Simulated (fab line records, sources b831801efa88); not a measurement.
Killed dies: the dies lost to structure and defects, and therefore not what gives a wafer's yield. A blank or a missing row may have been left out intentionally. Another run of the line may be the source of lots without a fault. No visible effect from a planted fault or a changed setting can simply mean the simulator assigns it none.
8D (eight disciplines) problem report, filled in by code | flow sky130 | the parts of the form that need people (team, actions taken, sign-off) are left out

== 1. PROBLEM STATEMENT ==
beamOnS at SKY_LDD_N_IMPLANT_15 reads a mean of 14.18 s on 6 wafers of 2 lots; wafers without a fault read 9.97 s with a standard deviation of 0.2. That puts it +21 standard deviations away from the usual mean.
Earliest sighting: wafer L965.2 on implanter-03 at day 20 17:26. Wafers with a number at this step in the record: 42, from 14 lots. Rule for "out", or "out of limits": more than 4 standard deviations from the usual mean. The other wafers with a number count as sound.

== 2. WHAT IT IS, AND WHAT IT ISN'T ==
question                    | is                        | is not
which readings at this step | beamOnS, faradayCurrentUA | -
which lots                  | L965, L968                | L958, L959, L960, L962, L963, L966, L971, L972, L976, L977, L979, L981
which wafers of those lots  | all that have a number    | -
read on which tools         | implanter-03              | implanter-01, implanter-02
when                        | from day 20 17:26         | up to then (15 sound wafers); but 21 sound wafers of L966, L971, L972, L976, L977, L979, L981 came after

== 3. SUSPECTS, AND WHAT RULES EACH OUT ==
Counting: any tool at a process step up to the reading is kept as a suspect provided that every lot that is out went through it and no sound lot did after the first of them.
- implanter-03 at SKY_LDD_N_IMPLANT_15: ruled out as a lasting fault. After its first lot that is out, L965 (day 20 17:26), sound lots L979, L981 ran on it.
Left after counting: nothing in the record.

== 4. THE CAUSE (what the simulator had put in) ==
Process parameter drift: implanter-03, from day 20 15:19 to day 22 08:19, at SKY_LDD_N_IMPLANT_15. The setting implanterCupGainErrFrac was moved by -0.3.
Counting ruled it out, wrongly.

== 5. THE CHAIN OF EFFECTS, in route order ==
One row per reading whose mean, taken over the struck wafers that have a number, lies over 3 standard deviations from the usual. Only readings whose record carries a usual standard deviation are examined. hours: median over the lots of the time between each lot's start at the first step of this table that gives one and its start at this step. sigmas: the change, counted in usual standard deviations.
hours | step                 | reading          | usual  | on struck wafers | change | sigmas
0     | SKY_LDD_N_IMPLANT_15 | beamOnS          | 9.97 s | 14.18            | +4.21  | +21
0     | SKY_LDD_N_IMPLANT_15 | faradayCurrentUA | 28.3   | 19.9             | -8.4   | -15
It contains these process steps:
- SKY_LDD_N_IMPLANT_15

== 6. HOW IT WOULD HAVE BEEN CAUGHT EARLIER ==
The fault began at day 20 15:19; the first out-of-limits reading in this record came at day 20 17:26, 2 hours later.
